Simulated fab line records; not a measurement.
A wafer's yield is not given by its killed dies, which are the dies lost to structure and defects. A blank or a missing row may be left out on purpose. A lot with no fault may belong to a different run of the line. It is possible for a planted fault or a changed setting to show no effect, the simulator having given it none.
fab line records ; flow sky130
record: lots: 13; wafers: 37; last_day: 49
route steps=708 shown VIA3@586 METAL4@601 CAP2M@604 PAD_OPEN@708
lots that met no fault: from a run of the same line without faults
start_h: hours from the record's opening day to when the first of the lot's shown wafers began ; wait_h: hours from the lot's prior step to this one ; " the same as in the row above ; L1.1+2: a single row standing in for several wafers ; - no value, or no start given ; * or withheld: withheld ; < > ~ a bound
route shown NAME@n: a module of which the file shows steps, and the number in the route of the first ; usual: the fault-free wafers' mean and standard deviation ; same: alike in all rows ; chamber/n: place in a boat ; sites: per-site readings ; _std_site: the standard deviation of these ; _edge_site: mean of outer sites minus mean of inner sites ; radius_mm: for every site, how far away it sits from the centre of the wafer ; mask NAME#n: copy n ; behind: tool/chamber where the wafer was last shaped ; hold: cause of the lot's hold/its duration in hours/its outcome ; device: whichever transistor did not switch (one of n, p or np) ; end of line: tests run on the same wafers once the route is complete ; a step with no rows: only its recipe ; killed: at the first sort, the dies lost to defects and structure; wafer yield is something else ; map: dies across one wafer; x = killed, . = not, _ = none there
set.NAME: the setting the step ran with; set.NAME@STEP: the setting that earlier step ran with ; model.NAME: the simulator's own value behind a step, which no gauge read
a sample of lots followed through the steps of the route, with each step as a table and each wafer as a row
services: when a tool's chamber went out of use (start_h, in hours from the record's first day, below 0 if earlier), for how many hours, and the reason
== steps ==
step: SKY_VIA3_OVL_MEAS_13
usual: VIA3_OVL: 2/6
lot.wafer;tool;chamber;start_h;wait_h;VIA3_OVL[nm]
L385.1;overlay-01;-;923.91;0.1;4
L385.4;overlay-01;-;923.91;0.1;4
L385.5;overlay-01;-;923.91;0.1;6
L388.1;overlay-01;-;953.51;0.1;13
L388.3;overlay-01;-;953.51;0.1;11
L388.5;overlay-01;-;953.51;0.1;14
L390.4;overlay-01;-;958.43;0.1;0
L390.5;overlay-01;-;958.43;0.1;-1
L390.6;overlay-01;-;958.43;0.1;-5
L391.1;overlay-02;-;968.66;0.1;6
L391.2;overlay-02;-;968.66;0.1;0
L391.3;overlay-02;-;968.66;0.1;-1
L392.1;overlay-01;-;975.60;0.1;8
L392.4;overlay-01;-;975.60;0.1;2
L392.5;overlay-01;-;975.60;0.1;11
L393.2;overlay-02;-;986.14;0.1;12
L393.3;overlay-02;-;986.14;0.1;4
L393.4;overlay-02;-;986.14;0.1;10
L395.3;overlay-01;-;1006.26;0.1;7
L395.4;overlay-01;-;1006.26;0.1;3
L395.5;overlay-01;-;1006.26;0.1;6
L396.2;overlay-02;-;1013.29;0.1;6
L396.4;overlay-02;-;1013.29;0.1;-1
L396.5;overlay-02;-;1013.29;0.1;0
L399.1;overlay-02;-;1021.76;0.1;1
L399.5;overlay-02;-;1021.76;0.1;-5
L400.2;overlay-02;-;1030.09;0.1;9
L400.5;overlay-02;-;1030.09;0.1;11
L400.6;overlay-02;-;1030.09;0.1;8
L401.2;overlay-01;-;1037.60;0.1;0
L401.3;overlay-01;-;1037.60;0.1;-3
L401.5;overlay-01;-;1037.60;0.1;-9
L402.1;overlay-01;-;1042.11;0.1;-1
L402.3;overlay-01;-;1042.11;0.1;7
L407.2;overlay-02;-;1064.05;0.1;7
L407.3;overlay-02;-;1064.05;0.1;5
L407.6;overlay-02;-;1064.05;0.1;0
step: SKY_VIA3_CMP_24
recipe: stop_on: SiO2; t_overpolish_s: 20; down_force_psi: 3.5; platen_rpm: 60; target_thk_nm: 0; pad_velocity_m_s: 0.94248
usual: motor_current_A: 11.1/1.6; overpolish_run_s: 20.000/0.0088; time_to_endpoint_s: 94/3.4
lot.wafer;tool;chamber;start_h;wait_h;motor_current_A;overpolish_run_s;time_to_endpoint_s
L385.4;cmp-01;0;925.05;0.1;9.6;20.012;93
L385.1;cmp-01;2;925.05;0.1;10.9;20.007;97
L385.5;cmp-01;3;925.05;0.1;14.3;19.987;98
L388.3;cmp-01;0;954.65;0.0;9.4;20.006;93
L388.1;cmp-01;2;954.65;0.0;10.8;20.004;99
L388.5;cmp-01;1;954.65;0.0;11.1;20.020;103
L390.4;cmp-02;0;959.55;0.1;10.1;20.003;91
L390.6;cmp-02;3;959.55;0.1;9.4;19.995;92
L390.5;cmp-02;0;959.55;0.1;10.4;19.990;90
L391.2;cmp-02;3;970.19;0.0;9.3;19.995;90
L391.3;cmp-02;0;970.19;0.0;10.0;19.984;89
L391.1;cmp-02;2;970.19;0.0;13.3;19.990;92
L392.1;cmp-02;1;976.81;0.2;11.6;19.990;90
L392.4;cmp-02;3;976.81;0.2;9.8;19.990;90
L392.5;cmp-02;2;976.81;0.2;13.3;20.001;94
L393.4;cmp-01;2;987.34;0.1;10.9;19.981;96
L393.2;cmp-01;3;987.34;0.1;13.6;19.994;96
L393.3;cmp-01;0;987.34;0.1;8.9;19.996;92
L395.4;cmp-02;1;1007.53;0.2;12.4;19.992;92
L395.3;cmp-02;3;1007.53;0.2;9.6;19.998;89
L395.5;cmp-02;1;1007.53;0.2;11.1;19.995;89
L396.4;cmp-01;1;1014.38;0.0;10.9;20.002;97
L396.2;cmp-01;3;1014.38;0.0;14.4;20.004;97
L396.5;cmp-01;1;1014.38;0.0;11.1;19.996;100
L399.1;cmp-01;0;1022.85;0.1;9.8;0.038;150
L399.5;cmp-01;1;1022.85;0.1;11.1;19.996;96
L400.2;cmp-01;3;1031.18;0.0;13.9;20.003;99
L400.5;cmp-01;3;1031.18;0.0;14.1;19.999;95
L400.6;cmp-01;0;1031.18;0.0;9.6;0.044;151
L401.3;cmp-02;1;1038.73;0.0;12.3;19.996;94
L401.2;cmp-02;3;1038.73;0.0;9.4;19.996;90
L401.5;cmp-02;2;1038.73;0.0;13.0;19.986;99
L402.3;cmp-01;1;1043.27;0.1;11.3;20.008;95
L402.1;cmp-01;3;1043.27;0.1;14.3;0.042;147
L407.3;cmp-02;1;1065.19;0.1;11.4;19.981;94
L407.2;cmp-02;2;1065.19;0.1;12.8;19.999;99
L407.6;cmp-02;0;1065.19;0.1;10.2;20.000;98
step: SKY_METAL4_SPUTTER_03
recipe: material: Ti; target_thk_nm: 5; power_w: 3000; time_s: 3.3; chamber_pressure_pa: 0.4
usual: throttle_valve_pct: 30.2/0.95
same: time_s: 3.3
lot.wafer;tool;chamber;start_h;wait_h;throttle_valve_pct
L385.1;pvd_sputter-03;-;925.39;0.0;30.2
L385.4;pvd_sputter-03;-;925.39;0.0;30.8
L385.5;pvd_sputter-03;-;925.39;0.0;32.2
L388.1;pvd_sputter-03;-;955.03;0.0;30.8
L388.3;pvd_sputter-03;-;955.03;0.0;30.5
L388.5;pvd_sputter-03;-;955.03;0.0;30.8
L390.4;pvd_sputter-03;-;959.89;0.0;30.3
L390.5;pvd_sputter-03;-;959.89;0.0;30.1
L390.6;pvd_sputter-03;-;959.89;0.0;30.8
L391.1;pvd_sputter-02;-;970.58;0.0;30.5
L391.2;pvd_sputter-02;-;970.58;0.0;28.1
L391.3;pvd_sputter-02;-;970.58;0.0;29.3
L392.1;pvd_sputter-03;-;977.19;0.0;29.7
L392.4;pvd_sputter-03;-;977.19;0.0;30.7
L392.5;pvd_sputter-03;-;977.19;0.0;30.6
L393.2;pvd_sputter-03;-;987.72;0.0;31.9
L393.3;pvd_sputter-03;-;987.72;0.0;29.9
L393.4;pvd_sputter-03;-;987.72;0.0;30.9
L395.3;pvd_sputter-01;-;1007.87;0.0;29.6
L395.4;pvd_sputter-01;-;1007.87;0.0;29.4
L395.5;pvd_sputter-01;-;1007.87;0.0;29.2
L396.2;pvd_sputter-02;-;1014.76;0.0;30.2
L396.4;pvd_sputter-02;-;1014.76;0.0;30.5
L396.5;pvd_sputter-02;-;1014.76;0.0;28.2
L399.5;pvd_sputter-01;-;1023.25;0.0;30.8
L400.2;pvd_sputter-01;-;1031.57;0.0;28.8
L400.5;pvd_sputter-01;-;1031.57;0.0;29.2
L401.2;pvd_sputter-03;-;1039.12;0.0;30.0
L401.3;pvd_sputter-03;-;1039.12;0.0;32.0
L401.5;pvd_sputter-03;-;1039.12;0.0;30.8
L402.3;pvd_sputter-01;-;1043.60;0.0;30.2
L407.2;pvd_sputter-03;-;1065.53;0.0;30.6
L407.3;pvd_sputter-03;-;1065.53;0.0;31.7
L407.6;pvd_sputter-03;-;1065.53;0.0;30.5
step: SKY_CAP2M_THK_MEAS_01
recipe: reads: SiO2_of_CAP2M_CVD_00
usual: CAP2M_CVD_00_THK: 15.53/0.21
lot.wafer;tool;chamber;start_h;wait_h;CAP2M_CVD_00_THK[nm]
L385.1;film_metro-03;-;925.48;-;15.27
L385.4;film_metro-03;-;925.48;-;15.53
L385.5;film_metro-03;-;925.48;-;15.54
L388.1;film_metro-03;-;955.12;-;15.33
L388.3;film_metro-03;-;955.12;-;15.53
L388.5;film_metro-03;-;955.12;-;15.83
L390.4;film_metro-04;-;960.01;-;15.61
L390.5;film_metro-04;-;960.01;-;15.54
L390.6;film_metro-04;-;960.01;-;15.72
L391.1;film_metro-04;-;970.67;-;15.66
L391.2;film_metro-04;-;970.67;-;15.50
L391.3;film_metro-04;-;970.67;-;15.24
L392.1;film_metro-03;-;977.28;-;15.41
L392.4;film_metro-03;-;977.28;-;15.66
L392.5;film_metro-03;-;977.28;-;15.38
L393.2;film_metro-01;-;987.82;-;15.47
L393.3;film_metro-01;-;987.82;-;15.49
L393.4;film_metro-01;-;987.82;-;15.55
L395.3;film_metro-04;-;1007.98;-;15.50
L395.4;film_metro-04;-;1007.98;-;15.72
L395.5;film_metro-04;-;1007.98;-;15.87
L396.2;film_metro-04;-;1014.86;-;15.15
L396.4;film_metro-04;-;1014.86;-;15.70
L396.5;film_metro-04;-;1014.86;-;15.36
L399.5;film_metro-01;-;1023.37;-;15.64
L400.2;film_metro-03;-;1031.67;-;15.58
L400.5;film_metro-03;-;1031.67;-;15.74
L401.2;film_metro-03;-;1039.22;-;15.75
L401.3;film_metro-03;-;1039.22;-;15.49
L401.5;film_metro-03;-;1039.22;-;15.60
L402.3;film_metro-03;-;1043.71;-;15.65
L407.2;film_metro-03;-;1065.63;-;15.11
L407.3;film_metro-03;-;1065.63;-;15.41
L407.6;film_metro-03;-;1065.63;-;15.40
step: SKY_PAD_OPEN_PROBE_99
usual: defect_limited_yield: 82.3/2; killed_at_M0_to_M3: 43/7.3; killed_at_M4_up: 3.2/1.8; killed_at_contacts: 24/5.8; killed_at_front_end: 16/4.5; killed_at_other: 0.3/0.53; killed_dies: 87/9.9; killed_on_rim: 17/3.8; killed_open: 48/6.8; killed_short: 39/6.9; sort_bin_3_pad_short: 0.8/0.42; sort_bin_5_function: 10.4/1.6; sort_bin_6_memory: 6.4/1.2; sort_n_pass: 405/9.9; sort_yield_pct: 82.3/2
same: gross_dies: 492; killed_at_back_side: 0; sort_bin_4_leakage[%]: 0; sort_bin_8_speed[%]: 0
lot.wafer;tool;chamber;start_h;wait_h;defect_limited_yield[%];killed_at_M0_to_M3;killed_at_M4_up;killed_at_contacts;killed_at_front_end;killed_at_other;killed_dies;killed_on_rim;killed_open;killed_short;sort_bin_3_pad_short[%];sort_bin_5_function[%];sort_bin_6_memory[%];sort_n_pass;sort_yield_pct[%]
L388.1;prober-02;-;1098.66;0.1;81.7;50;4;18;18;0;90;19;52;38;0.4;11.6;6.3;402;81.7
L388.3;prober-02;-;1098.76;0.2;85.0;36;3;25;9;1;74;10;41;33;1.0;10.8;3.3;418;85.0
L388.5;prober-02;-;1098.86;0.2;84.6;31;3;22;19;1;76;14;44;32;0.8;8.1;6.5;416;84.6
L391.1;prober-01;-;1109.19;0.1;84.8;39;2;14;20;0;75;15;43;32;0.4;8.3;6.5;417;84.8
L391.2;prober-01;-;1109.24;0.1;80.9;41;4;23;25;1;94;18;54;40;1.2;10.0;7.9;398;80.9
L391.3;prober-01;-;1109.29;0.2;81.9;42;4;24;19;0;89;22;43;46;1.0;10.0;7.1;403;81.9
L399.1;prober-01;-;1153.47;0.1;0;453;0;23;16;0;492;96;47;32;85.0;10.0;5.1;0;0
L399.5;prober-01;-;1153.67;0.2;85.4;39;3;18;12;0;72;15;39;33;1.2;9.1;4.3;420;85.4
L400.2;prober-02;-;1158.31;0.1;82.7;50;3;19;13;0;85;20;50;35;0;10.4;6.9;407;82.7
L400.5;prober-02;-;1158.46;0.2;86.4;35;4;18;10;0;67;13;37;30;0.6;6.7;6.3;425;86.4
L400.6;prober-02;-;1158.51;0.2;0;453;5;17;17;0;492;96;39;40;84.6;10.4;5.1;0;0
L401.2;prober-01;-;1163.04;0.1;81.5;47;3;23;17;1;91;22;58;33;0.6;9.1;8.7;401;81.5
L401.3;prober-01;-;1163.09;0.2;80.9;58;2;24;10;0;94;23;47;47;1.2;11.6;6.3;398;80.9
L401.5;prober-01;-;1163.19;0.2;83.3;35;0;28;18;1;82;20;46;36;0.4;11.4;4.9;410;83.3
L402.1;prober-02;-;1168.05;0.1;0;448;2;27;15;0;492;96;47;35;84.1;10.8;5.1;0;0
L402.3;prober-02;-;1168.15;0.2;80.7;40;5;23;27;0;95;15;47;48;1.2;11.6;6.5;397;80.7
killed by level:class
L388.1 VIA1:geometric_particle:open=18 VIA3:geometric_particle:open=7 LI_CONTACT:geometric_particle:open=6 POLY_GATE:geometric_particle:short=5 METAL1:geometric_particle:short=5 VIA1:geometric_particle:short=5 FIELD_ISO:geometric_particle:open=4 METAL4:geometric_particle:short=4
L388.3 CONTACT:geometric_particle:open=10 VIA1:geometric_particle:open=8 LI_CONTACT:geometric_particle:open=6 CONTACT:geometric_particle:short=6 VIA1:geometric_particle:short=6 VIA3:geometric_particle:open=5 FIELD_ISO:geometric_particle:open=4 METAL1:geometric_particle:short=4
L388.5 VIA1:geometric_particle:open=9 FIELD_ISO:geometric_particle:open=8 LI_CONTACT:geometric_particle:open=8 CONTACT:geometric_particle:short=5 VIA3:geometric_particle:open=5 FIELD_ISO:geometric_particle:short=4 POLY_GATE:geometric_particle:open=4 CONTACT:geometric_particle:open=4
L391.1 VIA1:geometric_particle:open=14 VIA3:geometric_particle:open=6 CONTACT:geometric_particle:open=5 FIELD_ISO:geometric_particle:short=4 POLY_GATE:geometric_particle:short=4 VIA3:geometric_particle:short=4 POLY_CUT:geometric_particle:short=3 POLY_GATE:geometric_particle:open=3
L391.2 CONTACT:geometric_particle:open=9 FIELD_ISO:geometric_particle:open=8 VIA1:geometric_particle:open=8 METAL1:geometric_particle:short=8 VIA2:geometric_particle:open=8 LI_CONTACT:geometric_particle:open=7 POLY_GATE:geometric_particle:short=5 FIELD_ISO:geometric_particle:short=4
L391.3 VIA1:geometric_particle:open=11 CONTACT:geometric_particle:open=10 VIA1:geometric_particle:short=7 LI_CONTACT:geometric_particle:open=5 METAL1:geometric_particle:short=5 VIA3:geometric_particle:open=5 FIELD_ISO:geometric_particle:short=4 POLY_GATE:geometric_particle:short=4
L399.1 VIA3:area_cmp=413 VIA1:geometric_particle:open=15 CONTACT:geometric_particle:open=8 POLY_GATE:geometric_particle:short=8 LI_CONTACT:geometric_particle:open=7 CONTACT:geometric_particle:short=5 FIELD_ISO:geometric_particle:open=4 VIA3:geometric_particle:open=4
L399.5 VIA3:geometric_particle:open=9 CONTACT:geometric_particle:open=7 METAL1:geometric_particle:short=6 VIA1:geometric_particle:open=5 VIA2:geometric_particle:open=5 VIA1:geometric_particle:short=4 METAL2:geometric_particle:short=4 FIELD_ISO:geometric_particle:short=3
L400.2 VIA1:geometric_particle:open=11 VIA2:geometric_particle:open=9 CONTACT:geometric_particle:open=8 VIA3:geometric_particle:open=7 FIELD_ISO:geometric_particle:open=6 CONTACT:geometric_particle:short=6 FIELD_ISO:geometric_particle:short=5 METAL1:geometric_particle:short=5
L400.5 VIA1:geometric_particle:open=9 CONTACT:geometric_particle:open=6 POLY_GATE:geometric_particle:open=5 FIELD_ISO:geometric_particle:open=4 VIA2:geometric_particle:short=4 LOCAL_INTERCONNECT:geometric_particle:short=4 CONTACT:geometric_particle:short=4 METAL1:geometric_particle:short=4
L400.6 VIA3:area_cmp=413 VIA1:geometric_particle:open=11 FIELD_ISO:geometric_particle:short=9 LI_CONTACT:geometric_particle:open=6 METAL2:geometric_particle:short=6 METAL1:geometric_particle:short=5 METAL4:geometric_particle:short=5 CONTACT:geometric_particle:open=4
L401.2 VIA1:geometric_particle:open=14 CONTACT:geometric_particle:open=11 METAL1:geometric_particle:short=7 VIA3:geometric_particle:open=7 LI_CONTACT:geometric_particle:open=6 FIELD_ISO:geometric_particle:open=5 METAL2:geometric_particle:short=5 FIELD_ISO:geometric_particle:short=4
L401.3 VIA1:geometric_particle:open=16 METAL2:geometric_particle:short=9 VIA3:geometric_particle:open=8 METAL1:geometric_particle:short=7 CONTACT:geometric_particle:open=6 VIA2:geometric_particle:short=5 LOCAL_INTERCONNECT:geometric_particle:short=5 VIA2:geometric_particle:open=5
L401.5 CONTACT:geometric_particle:open=11 VIA1:geometric_particle:open=8 LI_CONTACT:geometric_particle:open=7 METAL1:geometric_particle:short=7 METAL2:geometric_particle:short=7 VIA2:geometric_particle:open=7 LOCAL_INTERCONNECT:geometric_particle:short=6 FIELD_ISO:geometric_particle:short=4
L402.1 VIA3:area_cmp=410 CONTACT:geometric_particle:open=9 VIA1:geometric_particle:open=8 FIELD_ISO:geometric_particle:short=5 LI_CONTACT:geometric_particle:open=5 LOCAL_INTERCONNECT:geometric_particle:short=5 CONTACT:geometric_particle:short=5 METAL2:geometric_particle:short=5
L402.3 VIA1:geometric_particle:open=8 FIELD_ISO:geometric_particle:short=7 VIA3:geometric_particle:open=7 LI_CONTACT:geometric_particle:open=6 VIA2:geometric_particle:open=6 SPACER:geometric_particle:short=5 LOCAL_INTERCONNECT:geometric_particle:short=5 CONTACT:geometric_particle:short=5
== services ==
tool;chamber;start_h;hours;kind
cmp-01;-;912.00;4.0;pm
cmp-01;-;916.00;-;consumable_replace:conditioner
cmp-01;-;916.00;-;consumable_replace:pad
cmp-01;-;923.52;1.3;repair
pvd_sputter-03;-;966.99;1.4;repair
cmp-01;-;970.87;0.7;repair
cmp-02;-;982.27;5.7;repair
cmp-02;-;985.78;0.9;repair
pvd_sputter-03;-;997.30;3.7;repair
cmp-01;-;1000.58;7.5;pm
cmp-02;-;1028.72;1.2;repair
cmp-01;-;1037.15;3.0;repair
cmp-01;-;1047.71;5.2;repair
pvd_sputter-01;-;1065.34;3.5;repair
== key ==
first_sign: step: SKY_VIA3_CMP_24; reading: overpolish_run_s; direction: down; sigmas: 99+; usual: 20.000; struck: 0.042
effect: step: SKY_VIA3_CMP_24; reading: time_to_endpoint_s; direction: up; sigmas: 17; usual: *; struck: *
effect: step: SKY_PAD_OPEN_PROBE_99; reading: sort_bin_3_pad_short; direction: up; sigmas: 99+; usual: 0.8; struck: 84.6
more_kills_born_at: SKY_VIA3_CMP_24@cmp-01: 1236
met_at SKY_VIA3_CMP_24
struck_lots L399,L400,L402
struck_wafers L399.1,L400.6,L402.1
later_rows_left_out L399.1,L400.6,L402.1
not_acting_at SKY_VIA3_OVL_MEAS_13,SKY_METAL4_SPUTTER_03,SKY_CAP2M_THK_MEAS_01
onset_between 1014.38 1022.85
fault: kind: process_parameter_drift; tool: cmp-01; chamber: -; onset_h: 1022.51; steps: SKY_VIA3_CMP_24; channel: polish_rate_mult; offset: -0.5; shape: step; end_h: 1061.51; scope: struck_wafers_only
later_rows_left_out: the simulator's readings of these wafers behind a module that went badly wrong aren't trusted and aren't shown, but for the sort
